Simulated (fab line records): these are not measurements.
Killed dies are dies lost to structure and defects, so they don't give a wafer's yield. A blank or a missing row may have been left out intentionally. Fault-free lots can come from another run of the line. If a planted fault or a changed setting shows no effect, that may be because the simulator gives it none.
Split-lot study ; flow sfq line ; 23 wafers read from 5 lots, route of 325 steps

== SPLIT DETAILS ==
At SFQ_TRILAYER_I3_DEP_PECVD_081 (deposits SiO2 from SiH4/N2O, time 111.11 s, target thk 500 nm), the setting time s was moved away from the recipe's 111.11 s on 5 of the 23 wafers read, by -11.5% to -7.2%. The other wafers ran this setting at the recipe's value.

The reading is taken at the split's own step.

== THE READING ==
SiO2_of_TRILAYER_I3_DEP_PECVD_081.thk nm (the simulator's own value, which no gauge read), in nm, at SFQ_TRILAYER_I3_DEP_PECVD_081 (deposits SiO2 from SiH4/N2O, time 111.11 s, target thk 500 nm). No usual value for it is given in the file. Across the 18 wafers here that went through the recipe, the average is 500.3 nm and the standard deviation 5.7 nm.

wafer;tool, chamber at the split;time s as run, s;against the recipe;SiO2_of_TRILAYER_I3_DEP_PECVD_081.thk nm, nm;against lot-mates on the recipe
L078.1;pecvd-01, 1;103.1;-7.2%;467.2;-35.2
L078.2;pecvd-01, 2;111.11;recipe;501.7;-
L078.3;pecvd-01, 0;103.1;-7.2%;458.5;-43.9
L078.4;pecvd-01, 0;111.11;recipe;503;-
L078.5;pecvd-01, 1;103.1;-7.2%;470.3;-32.1
L079.2;pecvd-02, 1;111.11;recipe;489.9;-
L079.3;pecvd-02, 2;111.11;recipe;489.1;-
L079.4;pecvd-02, 0;111.11;recipe;497.4;-
L079.5;pecvd-02, 1;111.11;recipe;498.9;-
L079.6;pecvd-02, 2;111.11;recipe;491.7;-
L080.2;pecvd-04, 1;111.11;recipe;497.8;-
L080.3;pecvd-04, 0;111.11;recipe;503.5;-
L080.4;pecvd-04, 1;111.11;recipe;496.7;-
L080.5;pecvd-04, 0;111.11;recipe;506;-
L080.6;pecvd-04, 1;111.11;recipe;501.1;-
L084.1;pecvd-04, 1;111.11;recipe;507.9;-
L084.2;pecvd-04, 2;111.11;recipe;508.9;-
L084.3;pecvd-04, 0;111.11;recipe;505.8;-
L085.1;pecvd-02, 1;111.11;recipe;497.6;-
L085.3;pecvd-02, 0;111.11;recipe;505.5;-
L085.4;pecvd-02, 2;111.11;recipe;503.3;-
L085.5;pecvd-02, 0;98.28;-11.5%;455.3;-46.8
L085.6;pecvd-02, 1;98.28;-11.5%;437.9;-64.2

THE FIT
A straight line over all 23 wafers: SiO2_of_TRILAYER_I3_DEP_PECVD_081.thk nm changes by +4.72 nm for each +1% of time s; r = +0.95; the points scatter about the line by 6.3 nm.
The same after taking each lot's own level away (the mean of its wafers on the recipe; 23 wafers): +4.92 nm for each +1%; r = +0.98; scatter 4.4 nm.
Per that fit: largest time s move, reading shift of 57 nm.
Measured against the standard deviation above, the lots' own levels, which go from 493.40 to 507.53 nm, span 2.5 times it.
Consequently the slope shifts little with the lot-to-lot level, the two slopes agreeing.
Check: for one of the wafers moved furthest among these (-11.5%), held out of the fit, the line's prediction against its lot-mates is -61.6 nm. Against them it came out at -46.8 nm.

== OTHER SPLITS APPLIED TO THESE WAFERS ==
Other splits were also applied to these wafers ahead of the reading. Each is held against what the fit with the lots' levels taken away leaves over:
other split on the same wafers;wafers away from the commonest value;r with SiO2_of_TRILAYER_I3_DEP_PECVD_081.thk nm (lot level and that fit taken away)
SFQ_TRILAYER_I2_CMP_CMP_064 leave above ref nm;11;-0.06
SFQ_TRILAYER_I2_VIA_LITHO_COAT_072 spin rpm;6;+0.04
SFQ_TRILAYER_I2_VIA_LITHO_EXPOSE_068 dose mj;5;-0.08

== THE WHOLE CHAIN: every reading that the file lists as answering this split, in the file's order ==
step;what it does;reading;change (the file's fit);r (the file's)
SFQ_TRILAYER_I3_DEP_PECVD_081;deposits SiO2 from SiH4/N2O, time 111.11 s, target thk 500 nm;SiO2_of_TRILAYER_I3_DEP_PECVD_081.thk nm (the simulator's own value, which no gauge read);+4.9 nm for each +1% of the setting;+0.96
SFQ_TRILAYER_I3_CMP_CMP_082;polishes SiO2;time to endpoint s;withheld for each +1% of the setting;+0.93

== FILE'S OWN FIT ==
SiO2_of_TRILAYER_I3_DEP_PECVD_081.thk nm changes by +4.9 nm for each +1% of time s, r = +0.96.
